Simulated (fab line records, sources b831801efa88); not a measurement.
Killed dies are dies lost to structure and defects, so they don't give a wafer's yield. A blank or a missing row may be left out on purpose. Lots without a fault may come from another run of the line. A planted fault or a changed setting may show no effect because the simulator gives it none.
Which tool did it? | flow sky130 | 12 lots, 36 wafers sampled, at 1 step of a route of 708

WHAT THE GAUGES READ, wafer by wafer
SKY_FIELD_ISO_THK_MEAS_25.
lot  | measured    | on            | FIELD_ISO_CVD_24_THK (nm)
L075 | day 2 12:58 | film_metro-02 | 588 603 589
L077 | day 3 01:46 | film_metro-04 | 603 602 598
L079 | day 3 11:35 | film_metro-01 | 602 594 598
L081 | day 3 21:32 | film_metro-01 | 586 587 587
L083 | day 4 06:36 | film_metro-01 | 578 582 576
L085 | day 4 19:52 | film_metro-01 | 589 591 586
L087 | day 5 02:40 | film_metro-01 | 590 591 586
L089 | day 5 14:53 | film_metro-01 | 587 584 583
L091 | day 5 23:35 | film_metro-02 | 593 604 605
L093 | day 6 09:44 | film_metro-04 | 584 599 597
L095 | day 6 21:00 | film_metro-04 | 590 595 591
L097 | day 7 11:33 | film_metro-01 | 589 598 595

WHICH TOOL RAN EACH LOT (tool, then ch and the chambers of the sampled wafers, then the start)
The record holds no process step before these readings.

THE ANSWER, worked out from the rows above alone
Rule: what is usual is taken from the lots themselves. Put in order of their means at a reading, lots are off if they are a third of the lots or fewer, leave a main group of 4 or more, and stand apart from it by a gap of 3 or more times the standard deviation of the main group's means; of several such gaps the widest counts. A main group whose means are all the same, to the digits that the tables above print for the reading, isn't used. A lot without any number at a reading at which 4 lots or more have one is off too. The other lots that the step has rows for count as sound.
No lot is off at any reading shown: from this, nothing can be told.

WHAT THE SIMULATOR HAD PUT IN
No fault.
